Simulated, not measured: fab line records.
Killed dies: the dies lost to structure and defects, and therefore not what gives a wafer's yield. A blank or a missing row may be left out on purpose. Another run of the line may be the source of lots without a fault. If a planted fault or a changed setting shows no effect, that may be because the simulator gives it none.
Which tool was responsible? || flow gf180mcu || 42 wafers from 14 lots sampled at 3 of the route's 602 steps

== WHAT EACH GAUGE READ, for each wafer ==
GF_NWELL_OVL_MEAS_07. Usual: NWELL_OVL 0.0 nm, standard deviation 1.6.
{"lot": "L658", "measured": "day 3 17:11", "on": "overlay-01", "NWELL_OVL (nm)": "0.2 -0.7 -2.7", "flag": ""}
{"lot": "L659", "measured": "day 3 18:07", "on": "overlay-01", "NWELL_OVL (nm)": "-1.4 -1.8 -1.7", "flag": ""}
{"lot": "L660", "measured": "day 3 23:29", "on": "overlay-01", "NWELL_OVL (nm)": "1.7 2.7 1.0", "flag": ""}
{"lot": "L662", "measured": "day 4 10:13", "on": "overlay-01", "NWELL_OVL (nm)": "1.5 -0.1 1.2", "flag": ""}
{"lot": "L663", "measured": "day 4 10:34", "on": "overlay-01", "NWELL_OVL (nm)": "-0.4 0.7 1.2", "flag": ""}
{"lot": "L664", "measured": "day 4 21:47", "on": "overlay-01", "NWELL_OVL (nm)": "-0.2 2.0 2.1", "flag": ""}
{"lot": "L665", "measured": "day 5 03:04", "on": "overlay-01", "NWELL_OVL (nm)": "0.0 -0.4 0.2", "flag": ""}
{"lot": "L666", "measured": "day 5 03:26", "on": "overlay-01", "NWELL_OVL (nm)": "0.6 -0.2 1.3", "flag": ""}
{"lot": "L667", "measured": "day 5 09:40", "on": "overlay-01", "NWELL_OVL (nm)": "-0.2 -1.7 -0.9", "flag": ""}
{"lot": "L668", "measured": "day 5 13:28", "on": "overlay-01", "NWELL_OVL (nm)": "-1.5 -0.9 -2.0", "flag": ""}
{"lot": "L671", "measured": "day 6 07:19", "on": "overlay-01", "NWELL_OVL (nm)": "-0.2 2.1 1.4", "flag": ""}
{"lot": "L673", "measured": "day 6 17:52", "on": "overlay-02", "NWELL_OVL (nm)": "-1.3 -2.7 -1.0", "flag": ""}
{"lot": "L680", "measured": "day 8 08:07", "on": "overlay-02", "NWELL_OVL (nm)": "-1.6 -1.3 -3.5", "flag": ""}
{"lot": "L681", "measured": "day 8 12:50", "on": "overlay-02", "NWELL_OVL (nm)": "1.5 0.8 0.9", "flag": ""}

GF_LVPWELL_OVL_MEAS_07. Usual: LVPWELL_OVL -0.4 nm, standard deviation 1.1.
{"lot": "L658", "measured": "day 4 06:32", "on": "overlay-01", "LVPWELL_OVL (nm)": "-0.7 -0.6 0.1", "flag": ""}
{"lot": "L659", "measured": "day 4 07:19", "on": "overlay-01", "LVPWELL_OVL (nm)": "-0.6 -0.6 -1.6", "flag": ""}
{"lot": "L660", "measured": "day 4 12:26", "on": "overlay-01", "LVPWELL_OVL (nm)": "-2.6 -3.2 -0.9", "flag": ""}
{"lot": "L662", "measured": "day 5 00:11", "on": "overlay-01", "LVPWELL_OVL (nm)": "-0.8 -0.8 -0.2", "flag": ""}
{"lot": "L663", "measured": "day 5 00:32", "on": "overlay-01", "LVPWELL_OVL (nm)": "0.0 -0.3 -1.3", "flag": ""}
{"lot": "L664", "measured": "day 5 12:44", "on": "overlay-01", "LVPWELL_OVL (nm)": "-0.4 -0.6 -1.2", "flag": ""}
{"lot": "L665", "measured": "day 5 17:22", "on": "overlay-02", "LVPWELL_OVL (nm)": "0.6 1.7 1.3", "flag": ""}
{"lot": "L666", "measured": "day 5 17:57", "on": "overlay-01", "LVPWELL_OVL (nm)": "-0.4 -0.2 0.8", "flag": ""}
{"lot": "L667", "measured": "day 6 00:35", "on": "overlay-02", "LVPWELL_OVL (nm)": "0.7 -1.1 -1.2", "flag": ""}
{"lot": "L668", "measured": "day 6 04:08", "on": "overlay-02", "LVPWELL_OVL (nm)": "-0.7 -2.9 -1.4", "flag": ""}
{"lot": "L671", "measured": "day 6 22:29", "on": "overlay-02", "LVPWELL_OVL (nm)": "-1.8 -0.8 -0.8", "flag": ""}
{"lot": "L673", "measured": "day 7 09:58", "on": "overlay-01", "LVPWELL_OVL (nm)": "-0.4 -1.1 -3.1", "flag": ""}
{"lot": "L680", "measured": "day 9 00:29", "on": "overlay-01", "LVPWELL_OVL (nm)": "0.2 0.3 -0.4", "flag": ""}
{"lot": "L681", "measured": "day 9 06:08", "on": "overlay-01", "LVPWELL_OVL (nm)": "-2.0 -2.0 -0.4", "flag": ""}

== WHAT TOOL EACH LOT RAN ON (gives the tool, then ch and the chambers of the sampled wafers, and finally the start) ==
{"lot": "L658", "GF_STI_WET_ETCH_17": "wet-bench-03 ch 3, day 2 03:37"}
{"lot": "L659", "GF_STI_WET_ETCH_17": "wet-bench-03 ch 0, day 2 08:46"}
{"lot": "L660", "GF_STI_WET_ETCH_17": "wet-bench-04 ch 0, day 2 12:45"}
{"lot": "L662", "GF_STI_WET_ETCH_17": "wet-bench-03 ch 2, day 3 03:25"}
{"lot": "L663", "GF_STI_WET_ETCH_17": "wet-bench-01 ch 1, day 3 03:46"}
{"lot": "L664", "GF_STI_WET_ETCH_17": "wet-bench-01 ch 2, day 3 13:00"}
{"lot": "L665", "GF_STI_WET_ETCH_17": "wet-bench-03 ch 1, day 3 19:01"}
{"lot": "L666", "GF_STI_WET_ETCH_17": "wet-bench-01 ch 1, day 3 19:22"}
{"lot": "L667", "GF_STI_WET_ETCH_17": "wet-bench-04 ch 2, day 4 01:09"}
{"lot": "L668", "GF_STI_WET_ETCH_17": "wet-bench-04 ch 3, day 4 04:31"}
{"lot": "L671", "GF_STI_WET_ETCH_17": "wet-bench-01 ch 3, day 4 20:28"}
{"lot": "L673", "GF_STI_WET_ETCH_17": "wet-bench-01 ch 2, day 5 07:13"}
{"lot": "L680", "GF_STI_WET_ETCH_17": "wet-bench-04 ch 0, day 6 19:37"}
{"lot": "L681", "GF_STI_WET_ETCH_17": "wet-bench-04 ch 2, day 7 00:00"}
- GF_STI_WET_ETCH_17: etches Si3N4 in H3PO4, target depth 45 nm, time 514 s.

== AS READ BY THE TOOLS THEMSELVES (means over the sampled wafers that have a number; for cases with no such wafer, the mark the record gives instead) ==
GF_STI_WET_ETCH_17. Usual: bath-guard-temp-C 160.0 C, standard deviation 0.42; temp-c 159.99 C, standard deviation 0.15.
{"lot": "L658", "tool": "wet-bench-03", "bath-guard-temp-C (C)": 159.5, "temp-c (C)": 160.00, "flag": ""}
{"lot": "L659", "tool": "wet-bench-03", "bath-guard-temp-C (C)": 159.0, "temp-c (C)": 160.04, "flag": ""}
{"lot": "L660", "tool": "wet-bench-04", "bath-guard-temp-C (C)": 159.9, "temp-c (C)": 159.96, "flag": ""}
{"lot": "L662", "tool": "wet-bench-03", "bath-guard-temp-C (C)": 160.5, "temp-c (C)": 160.00, "flag": ""}
{"lot": "L663", "tool": "wet-bench-01", "bath-guard-temp-C (C)": 159.8, "temp-c (C)": 159.86, "flag": ""}
{"lot": "L664", "tool": "wet-bench-01", "bath-guard-temp-C (C)": 160.1, "temp-c (C)": 160.09, "flag": ""}
{"lot": "L665", "tool": "wet-bench-03", "bath-guard-temp-C (C)": 160.5, "temp-c (C)": 159.99, "flag": ""}
{"lot": "L666", "tool": "wet-bench-01", "bath-guard-temp-C (C)": 159.6, "temp-c (C)": 160.07, "flag": ""}
{"lot": "L667", "tool": "wet-bench-04", "bath-guard-temp-C (C)": 160.2, "temp-c (C)": 160.18, "flag": ""}
{"lot": "L668", "tool": "wet-bench-04", "bath-guard-temp-C (C)": 159.9, "temp-c (C)": 160.01, "flag": ""}
{"lot": "L671", "tool": "wet-bench-01", "bath-guard-temp-C (C)": 161.2, "temp-c (C)": 161.12, "flag": "OFF"}
{"lot": "L673", "tool": "wet-bench-01", "bath-guard-temp-C (C)": 161.1, "temp-c (C)": 161.01, "flag": "OFF"}
{"lot": "L680", "tool": "wet-bench-04", "bath-guard-temp-C (C)": 160.1, "temp-c (C)": 159.89, "flag": ""}
{"lot": "L681", "tool": "wet-bench-04", "bath-guard-temp-C (C)": 160.3, "temp-c (C)": 159.85, "flag": ""}

== THE ANSWER, worked out from the rows above alone ==
Rule: a lot counts as off when the mean over its wafers that have a number is more than 3 standard deviations away from the usual mean. A lot without any number at a reading at which 4 lots or more have one is off too. All remaining lots with rows at the step are treated as sound. First the gauges in route order, then the tools' own readings, where a lot's mean is used as printed above. At the first step where some lot is off, the reading lying furthest off is the one used; lots without a number count as furthest.
Off: L671, L673, at GF_STI_WET_ETCH_17 (temp-c).
If a tool, at that step or one of the process steps before it, ran each lot that is off and ran no sound lot following the first of them, it fits. One fits: wet-bench-01 at GF_STI_WET_ETCH_17. A fault onset in the window from L666 (day 3 19:22, its last sound lot) to L671 (day 4 20:28, its first lot off) fits.
On the lots that are off, the tool's own readings at GF_STI_WET_ETCH_17 differ by more than 5 times the standard deviation of the sound lots' means, which bears it out; temp-c reads 161.06 C there versus 160.00 C on the sound lots.

== WHAT THE SIMULATOR PUT IN ==
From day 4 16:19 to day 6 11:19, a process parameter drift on wet-bench-01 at GF_STI_WET_ETCH_17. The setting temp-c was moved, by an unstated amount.
Lots struck among those shown: L671, L673. The same result came from the rule above.
